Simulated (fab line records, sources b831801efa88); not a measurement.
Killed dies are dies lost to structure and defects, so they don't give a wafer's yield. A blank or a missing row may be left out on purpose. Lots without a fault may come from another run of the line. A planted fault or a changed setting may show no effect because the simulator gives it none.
One fault seen from 2 desks | flow gf180mcu | each desk has only its own numbers; what lay behind them comes last

THE TOOL OWNER'S DESK: implanter-01
The tool's own readings at GF_DNWELL_IMPLANT_07: means of the sampled wafers that have a number, for each lot that ran on this tool. A lot is out of limits, marked OUT, if its mean lies more than 4 standard deviations from the usual mean; the brackets give that distance.
Columns: A = dose_ions_cm2 at GF_DNWELL_IMPLANT_07, usual 1e+13; B = faraday_current_uA at GF_DNWELL_IMPLANT_07, usual 56.5
lot  | first seen here | A               | B
L780 | day 4 03:54     | 1e+13           | 55.5
L782 | day 4 14:21     | 1e+13           | 56.8
L790 | day 6 08:37     | 9e+12 (-78) OUT | 53.6
L792 | day 6 19:19     | 9e+12 (-77) OUT | 52.8
This desk's finding: out of limits on L790, L792; first on L790, day 6 08:37 (dose_ions_cm2 at GF_DNWELL_IMPLANT_07). In limits: L780, L782.

THE METROLOGY DESK
What the gauges read, lot by lot, whatever tool the lot ran on: means of the sampled wafers that have a number. A lot is out of limits, marked OUT, if its mean lies more than 4 standard deviations from the usual mean; the brackets give that distance.
Columns: A = DNWELL_TW at GF_DNWELL_TW_MEAS_09, usual 1350; B = MVSD_TW at GF_MVSD_TW_MEAS_11, usual 1571; C = DUAL_GATE_OVL at GF_DUAL_GATE_OVL_MEAS_11, usual -0.2 nm
lot  | first seen here | A               | B    | C
L775 | day 2 22:40     | 1340            | 1560 | -0.0
L777 | day 3 11:14     | 1347            | 1588 | 0.7
L778 | day 3 15:37     | 1345            | 1567 | -0.4
L780 | day 4 04:07     | 1355            | 1575 | 0.6
L781 | day 4 08:12     | 1357            | 1579 | -1.7
L782 | day 4 14:36     | 1363            | 1571 | 1.0
L783 | day 4 18:57     | 1350            | 1578 | 3.8
L784 | day 4 22:42     | 1354            | 1569 | -0.9
L790 | day 6 08:52     | 1309 (-4.9) OUT | 1575 | -0.2
L792 | day 6 19:32     | 1304 (-5.6) OUT | 1567 | 0.9
L793 | day 7 02:43     | 1341            | 1561 | -1.9
L796 | day 7 15:46     | 1346            | 1577 | -2.0
L797 | day 7 21:56     | 1364            | 1565 | -1.3
This desk's finding: out of limits on L790, L792; first on L790, day 6 08:52 (DNWELL_TW at GF_DNWELL_TW_MEAS_09). In limits: L775, L777, L778, L780, L781, L782, L783, L784, L793, L796, L797.

PUT TOGETHER
The tool owner's desk could have raised an alarm at day 6 08:37, on L790, L792.
The metrology desk could have raised an alarm at day 6 08:52, on L790, L792.
Of the lots named, all ran GF_DNWELL_IMPLANT_07 on implanter-01.

WHAT THE SIMULATOR HAD PUT IN
Process parameter drift: implanter-01, from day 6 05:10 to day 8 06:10, at GF_DNWELL_IMPLANT_07. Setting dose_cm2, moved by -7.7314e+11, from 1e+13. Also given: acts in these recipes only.
Lots struck among those shown: L790, L792.
Hours from the fault's start to each desk's first reading out of limits: the tool owner's desk, 3; the metrology desk, 4.
